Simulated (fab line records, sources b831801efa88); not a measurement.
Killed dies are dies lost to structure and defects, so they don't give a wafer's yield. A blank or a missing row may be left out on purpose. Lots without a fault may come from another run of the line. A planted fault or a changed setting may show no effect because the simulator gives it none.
Which tool did it? | flow sky130 | 14 lots, 42 wafers sampled, at 4 steps of a route of 708

WHAT THE GAUGES READ, wafer by wafer
SKY_VIA4_THK_MEAS_01.
lot  | measured     | on            | VIA4_HDPCVD_THK (nm)
L590 | day 41 21:00 | film_metro-03 | 1738 1756 1734
L591 | day 42 02:18 | film_metro-02 | 1779 1763 1780
L593 | day 43 11:53 | film_metro-02 | 1735 1733 1747
L595 | day 44 01:00 | film_metro-03 | 1742 1720 1724
L597 | day 44 06:11 | film_metro-02 | 1747 1739 1748
L599 | day 45 04:14 | film_metro-01 | 1760 1762 1782
L603 | day 46 02:25 | film_metro-03 | 1762 1758 1768
L606 | day 46 12:07 | film_metro-03 | 1743 1743 1727
L607 | day 46 14:48 | film_metro-01 | 1734 1773 1728
L608 | day 46 17:42 | film_metro-01 | 1747 1725 1757
L609 | day 47 01:39 | film_metro-03 | 1732 1745 1724
L611 | day 47 18:58 | film_metro-03 | 1750 1764 1757
L612 | day 47 19:58 | film_metro-01 | 1722 1737 1722
L613 | day 47 20:19 | film_metro-02 | 1739 1727 1725

SKY_VIA4_THK_MEAS_20: measures by xrf.
lot  | measured     | on            | VIA4_W_THK (nm)
L590 | day 42 21:10 | film_metro-02 | 515 509 515
L591 | day 43 02:00 | film_metro-03 | 520 515 519
L593 | day 44 11:02 | film_metro-03 | 537 531 532
L595 | day 45 00:41 | film_metro-02 | 523 526 520
L597 | day 45 05:13 | film_metro-03 | 519 523 513
L599 | day 46 01:50 | film_metro-01 | 528 531 532
L603 | day 46 23:59 | film_metro-01 | 528 524 517
L606 | day 47 09:27 | film_metro-01 | 521 526 524
L607 | day 47 12:46 | film_metro-01 | 530 530 527
L608 | day 47 15:04 | film_metro-01 | 534 530 539
L609 | day 47 22:17 | film_metro-01 | 533 525 536
L611 | day 48 15:55 | film_metro-01 | 533 538 531
L612 | day 48 16:44 | film_metro-03 | 526 525 521
L613 | day 48 17:02 | film_metro-01 | 528 525 541

SKY_PAD_OPEN_BOW_MEAS_13.
lot  | measured     | on            | PAD_OPEN_BOW (um)
L590 | day 45 19:26 | film_metro-04 | 49 45 32
L591 | day 45 23:35 | film_metro-04 | 54 66 53
L593 | day 47 05:36 | film_metro-03 | 39 38 33
L595 | day 47 18:08 | film_metro-01 | 38 56 50
L597 | day 47 22:22 | film_metro-04 | 40 52 42
L599 | day 48 17:46 | film_metro-03 | 49 53 52
L603 | day 49 13:40 | film_metro-03 | 49 45 53
L606 | day 49 22:22 | film_metro-01 | 57 60 52
L607 | day 50 00:50 | film_metro-01 | 34 42 42
L608 | day 50 02:35 | film_metro-03 | 66 51 64
L609 | day 50 07:30 | film_metro-04 | 38 35 51
L611 | day 50 22:13 | film_metro-01 | 53 62 49
L612 | day 50 23:35 | film_metro-04 | 43 49 44
L613 | day 50 23:44 | film_metro-03 | 31 53 45

WHICH TOOL RAN EACH LOT (tool, then ch and the chambers of the sampled wafers, then the start)
lot  | SKY_CAP2M_CLEAN_17
L590 | wet_bench-01 ch 0, day 40 20:36
L591 | wet_bench-04 ch 1, day 41 01:26
L593 | wet_bench-03 ch 0, day 42 11:31
L595 | wet_bench-01 ch 0, day 43 00:52
L597 | wet_bench-01 ch 1, day 43 05:38
L599 | wet_bench-01 ch 1, day 44 04:10
L603 | wet_bench-01 ch 1, day 45 04:04
L606 | wet_bench-01 ch 2, day 45 14:05
L607 | wet_bench-01 ch 2, day 45 16:28
L608 | wet_bench-01 ch 2, day 45 19:53
L609 | wet_bench-03 ch 1, day 46 03:49
L611 | wet_bench-03 ch 3, day 46 21:46
L612 | wet_bench-04 ch 1, day 46 22:40
L613 | wet_bench-03 ch 2, day 46 22:45
- SKY_CAP2M_CLEAN_17: cleans in O3/DIW.

WHAT THE TOOLS THEMSELVES READ (means of the sampled wafers that have a number; where no wafer has one, the mark that the record gives instead)
The record holds no such reading with a usual standard deviation.

THE ANSWER, worked out from the rows above alone
Rule: what is usual is taken from the lots themselves. Put in order of their means at a reading, lots are off if they are a third of the lots or fewer, leave a main group of 4 or more, and stand apart from it by a gap of 3 or more times the standard deviation of the main group's means; of several such gaps the widest counts. A main group whose means are all the same, to the digits that the tables above print for the reading, isn't used. A lot without any number at a reading at which 4 lots or more have one is off too. The other lots that the step has rows for count as sound. The gauges are gone through in route order, then the tools' own readings, and for those a lot's mean is taken as printed above. The first step at which some lot is off is used, and at that step the reading that is off furthest; a lot without a number counts as furthest.
No lot is off at any reading shown: from this, nothing can be told.

WHAT THE SIMULATOR HAD PUT IN
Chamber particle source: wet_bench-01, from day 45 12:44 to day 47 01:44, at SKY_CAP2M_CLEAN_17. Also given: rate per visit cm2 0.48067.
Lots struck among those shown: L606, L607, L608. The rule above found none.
